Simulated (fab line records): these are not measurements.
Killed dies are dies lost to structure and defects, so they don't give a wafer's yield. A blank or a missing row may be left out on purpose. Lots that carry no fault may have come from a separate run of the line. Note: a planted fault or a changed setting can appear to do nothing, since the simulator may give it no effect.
fab line records	flow sky130
record lots=6	wafers=18	last_day=50
route steps=708 shown VT_ADJUST_PCH@146 SONOS_TUNNEL@154
lots untouched by any fault: they come from a run of this same line in which no faults occurred
start_h: the number of hours between the record's first day and the start of the first shown wafer of the lot	wait_h: hours since the lot's step before	" unchanged from the row above	L1.1+2: one row covering several wafers at once	- no value present, or no start provided	* or withheld: withheld	< > ~ a bound
route shown NAME@n: NAME is a module with steps in the file, n the number in the route of the first one	usual: average and standard deviation across the fault-free wafers	same: alike in all rows	chamber/n: place in a boat	sites: readings site by site	_std_site: their standard deviation	_edge_site: the outer-site mean with the inner-site mean subtracted	radius_mm: for every site, how far away it sits from the centre of the wafer	mask NAME#n: copy n	behind: the tool/chamber that last shaped the wafer	hold: why the lot was held/for how many hours/how that ended	device: the n, p or np transistor that did not switch	end of line: at the end of the route, the tests of the same wafers	a step without rows: its recipe alone	killed: at the first sort, the dies lost to defects and structure; wafer yield is something else	map: shows each die of a wafer: x if killed, . if not, _ if none is there
set.NAME: the setting that was run; set.NAME@STEP: the one run at that earlier step	model.NAME: the simulator's own value behind a step, which no gauge read
a table for each step, a row for each wafer; lots at some steps of the route
services: when a tool's chamber went out of use (start_h, in hours from the record's first day, below 0 if earlier), for how many hours, and the reason
## steps
# step SKY_VT_ADJUST_PCH_SOFTBAKE_03
# recipe temp_c=110	time_s=withheld
# step SKY_VT_ADJUST_PCH_EXPOSE_04
# recipe mask_id=NWM	na=0.6	source_shape=conventional	sigma_outer=0.6	polarization=unpolarized	target_cd_nm=840	dose_mj=255
# step SKY_VT_ADJUST_PCH_PEB_05
# recipe temp_c=115	time_s=withheld
# step SKY_VT_ADJUST_PCH_DEVELOP_06
# recipe wall_angle_deg=90	developer=TMAH	develop_time_s=60	dev_temp_c=23
# step SKY_VT_ADJUST_PCH_OVL_MEAS_07
# usual VT_ADJUST_PCH_OVL=0.2/1.4
lot.wafer	tool	chamber	start_h	wait_h	VT_ADJUST_PCH_OVL[nm]
L120.2	overlay-01	-	225.59	-	0.4
L120.5	"	-	"	"	0.8
L120.6	"	-	"	"	1.9
L127.2	overlay-02	-	278.71	-	0.3
L127.5	"	-	"	"	0.0
L127.6	"	-	"	"	-1.0
L128.1	overlay-02	-	290.16	-	1.0
L128.2	"	-	"	"	0.8
L128.4	"	-	"	"	2.4
L139.3	overlay-01	-	370.16	-	1.2
L139.4	"	-	"	"	3.0
L139.6	"	-	"	"	0.2
L141.2	overlay-02	-	384.45	-	-1.6
L141.5	"	-	"	"	-1.5
L141.6	"	-	"	"	-1.2
L143.1	overlay-01	-	402.56	-	-2.6
L143.3	"	-	"	"	0.2
L143.5	"	-	"	"	1.3
# step SKY_VT_ADJUST_PCH_IMPLANT_08
# recipe species=B	energy_kev=10	dose_cm2=5e+11	tilt_deg=withheld
# step SKY_VT_ADJUST_PCH_STRIP_09
# recipe chemistry=O2/N2	power_w=1400	pressure_mtorr=1500	platen_temp_c=withheld	o2_flow_sccm=3000	n2_flow_sccm=300	overash_fraction=0.5
# usual chamber_pressure_mTorr=1499.9/1.5	drypump_motor_current_A=5.6/0.44	o2_flow_sccm=2999/8.6	oes_product_au=0.722/0.0049	strip_time_to_endpoint_s=37.00/0.091
lot.wafer	tool	chamber	start_h	wait_h	chamber_pressure_mTorr	drypump_motor_current_A	o2_flow_sccm	oes_product_au	rf_hours_counter_h	strip_time_to_endpoint_s
L120.2	plasma_asher-03	1	225.77	0.1	1501.2	5.5	3009	0.723	11	37.12
L120.5	"	1	"	"	1501.5	5.5	3006	0.725	-	37.18
L120.6	"	0	"	"	1498.4	5.8	2996	0.727	-	37.23
L127.2	plasma_asher-01	0	278.89	0.1	1499.8	4.8	3006	0.722	60	36.96
L127.5	"	0	"	"	1500.4	4.8	3011	0.716	-	36.96
L127.6	"	1	"	"	1502.3	6.2	3008	0.723	-	36.99
L128.1	plasma_asher-02	1	290.35	0.1	1501.1	5.8	3007	0.727	47	36.87
L128.2	"	0	"	"	1496.4	5.6	2997	0.720	47	36.86
L128.4	"	0	"	"	1500.8	5.6	2992	0.721	-	36.81
L139.3	plasma_asher-01	0	370.37	0.1	1501.1	4.8	3002	0.713	-	36.87
L139.4	"	1	"	"	1500.6	6.2	3004	0.730	-	36.98
L139.6	"	1	"	"	1500.0	6.2	2992	0.738	-	37.03
L141.2	plasma_asher-01	1	384.63	0.1	1499.5	6.2	3010	0.732	71	37.09
L141.5	"	0	"	"	1501.2	4.8	3004	0.720	-	37.10
L141.6	"	1	"	"	1502.7	6.2	3002	0.723	-	37.15
L143.1	plasma_asher-03	0	402.75	0.1	1500.2	5.8	2988	0.718	29	37.01
L143.3	"	0	"	"	1499.9	5.8	3016	0.717	-	37.06
L143.5	"	1	"	"	1499.5	5.5	3008	0.728	-	37.02
# step SKY_VT_ADJUST_PCH_TW_MEAS_10
# usual VT_ADJUST_PCH_TW=141.6/1.1
lot.wafer	tool	chamber	start_h	wait_h	VT_ADJUST_PCH_TW
L120.2	film_metro-02	-	225.88	0.1	141.3
L120.5	"	-	"	"	141.3
L120.6	"	-	"	"	141.5
L127.2	film_metro-02	-	279.00	0.1	141.4
L127.5	"	-	"	"	140.7
L127.6	"	-	"	"	141.0
L128.1	film_metro-03	-	290.45	0.1	141.3
L128.2	"	-	"	"	140.9
L128.4	"	-	"	"	141.3
L139.3	film_metro-03	-	370.46	0.1	142.3
L139.4	"	-	"	"	142.4
L139.6	"	-	"	"	141.7
L141.2	film_metro-03	-	384.74	0.1	141.4
L141.5	"	-	"	"	140.8
L141.6	"	-	"	"	140.4
L143.1	film_metro-02	-	402.85	0.1	142.9
L143.3	"	-	"	"	142.9
L143.5	"	-	"	"	142.8
# step SKY_SONOS_TUNNEL_DEHYDRATE_00
# recipe temp_c=200	time_s=60
# step SKY_SONOS_TUNNEL_HMDS_01
# recipe prime_time_s=60	prime_temp_c=120
# step SKY_SONOS_TUNNEL_COAT_02
# recipe resist=NOVOLAK	spin_rpm=3000	resist_thk_nm=1140
# step SKY_SONOS_TUNNEL_SOFTBAKE_03
# recipe temp_c=90	time_s=61.83	resist=NOVOLAK
# usual plate_sensor_t_centre_C=90.757/0.0097	plate_sensor_t_edge_C=90.829/0.0096
lot.wafer	tool	chamber	start_h	wait_h	plate_sensor_t_centre_C	plate_sensor_t_edge_C
L120.2	litho_track-02	0	236.41	0.1	90.749	90.835
L120.5	"	0	"	"	90.769	90.810
L120.6	"	0	"	"	90.755	90.836
L127.2	litho_track-04	0	290.67	0.1	90.752	90.839
L127.5	"	0	"	"	90.755	90.834
L127.6	"	0	"	"	90.756	90.824
L128.1	litho_track-04	0	303.00	0.1	90.750	90.823
L128.2	"	0	"	"	90.743	90.821
L128.4	"	0	"	"	90.777	90.838
L139.3	litho_track-03	0	384.43	0.1	90.755	90.830
L139.4	"	0	"	"	90.749	90.841
L139.6	"	0	"	"	90.754	90.825
L141.2	litho_track-02	0	398.11	0.1	90.744	90.829
L141.5	"	0	"	"	90.759	90.835
L141.6	"	0	"	"	90.756	90.823
L143.1	litho_track-02	0	417.59	0.1	90.769	90.832
L143.3	"	0	"	"	90.752	90.834
L143.5	"	0	"	"	90.765	90.828
# step SKY_SONOS_TUNNEL_EXPOSE_04
# recipe mask_id=TUNM	na=0.6	source_shape=conventional	sigma_outer=0.6	polarization=unpolarized	target_cd_nm=410	dose_mj=136
# usual exposure_dose_mJ_cm2=135.89/0.14	focus_offset_nm=-0.1/0.52
lot.wafer	tool	chamber	start_h	wait_h	mask	exposure_dose_mJ_cm2	focus_offset_nm
L120.2	iline_stepper-02	0	236.79	-	TUNM#0	135.74	0.4
L120.5	"	0	"	"	TUNM#0	135.91	0.4
L120.6	"	0	"	"	TUNM#0	136.04	0.3
L127.2	iline_stepper-02	-	290.94	-	TUNM#0	-	-
L127.5	"	-	"	"	TUNM#0	-	-
L127.6	"	-	"	"	TUNM#0	-	-
L128.1	iline_stepper-01	-	303.27	-	TUNM#0	-	-
L128.2	"	-	"	"	TUNM#0	-	-
L128.4	"	-	"	"	TUNM#0	-	-
L139.3	iline_stepper-01	0	384.69	-	TUNM#0	136.03	-0.4
L139.4	"	0	"	"	TUNM#0	135.84	0.4
L139.6	"	0	"	"	TUNM#0	135.80	-0.8
L141.2	iline_stepper-01	0	398.26	-	TUNM#0	135.64	0.4
L141.5	"	0	"	"	TUNM#0	135.90	0.5
L141.6	"	0	"	"	TUNM#0	135.91	0.1
L143.1	iline_stepper-01	0	417.74	-	TUNM#0	135.71	0.2
L143.3	"	0	"	"	TUNM#0	136.05	-0.4
L143.5	"	0	"	"	TUNM#0	135.74	-0.1
# step SKY_SONOS_TUNNEL_PEB_05
# recipe temp_c=withheld	time_s=*	resist=NOVOLAK
## services
tool	chamber	start_h	hours	kind
iline_stepper-01	0	203.69	-	calibration
litho_track-03	-	209.91	-	consumable_replace:filter
iline_stepper-01	-	253.32	1.7	pm
iline_stepper-02	-	263.15	2.5	repair
iline_stepper-02	-	280.30	1.7	pm
iline_stepper-01	-	288.07	4.4	pm
iline_stepper-02	-	294.80	8.9	pm
plasma_asher-02	-	301.22	18.8	pm
plasma_asher-02	-	320.17	10.7	repair
plasma_asher-01	-	330.57	2.8	pm
iline_stepper-02	0	337.94	-	calibration
iline_stepper-01	-	370.16	2.1	pm
iline_stepper-01	-	372.24	-	consumable_replace:lamp
plasma_asher-02	-	397.05	15.6	pm
plasma_asher-02	-	412.65	2.8	pm
## key
first_sign step=SKY_SONOS_TUNNEL_EXPOSE_04	reading=tool_record	direction=missing
effect none on later readings
met_at SKY_SONOS_TUNNEL_EXPOSE_04
struck_wafers L127.2,L127.5,L127.6,L128.1,L128.2,L128.4
later_rows_left_out L127.2,L127.5,L127.6,L128.1,L128.2,L128.4
sort_left_out L127.2,L127.5,L127.6,L128.1,L128.2,L128.4
tester_left_out L127,L128
onset_between 236.79 290.94
fault kind=skipped_step_whole	tool=iline_stepper-01,iline_stepper-02	chamber=-	onset_h=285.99	steps=SKY_SONOS_TUNNEL_EXPOSE_04	scope=struck_lots_only
# tester_left_out: of these lots the tester's yield and bins aren't shown, on N5 and GAA mostly nor the transistor test; their killed dies are dies lost to structure and defects alone, not to doping, threshold or leakage, so they don't give the yield
# sort_left_out: the simulated sort isn't trusted on such a fault, so these wafers' sort isn't shown, and their yield isn't known
# later_rows_left_out: the simulator's readings of these wafers behind a module that went badly wrong aren't trusted and aren't shown, but for the sort
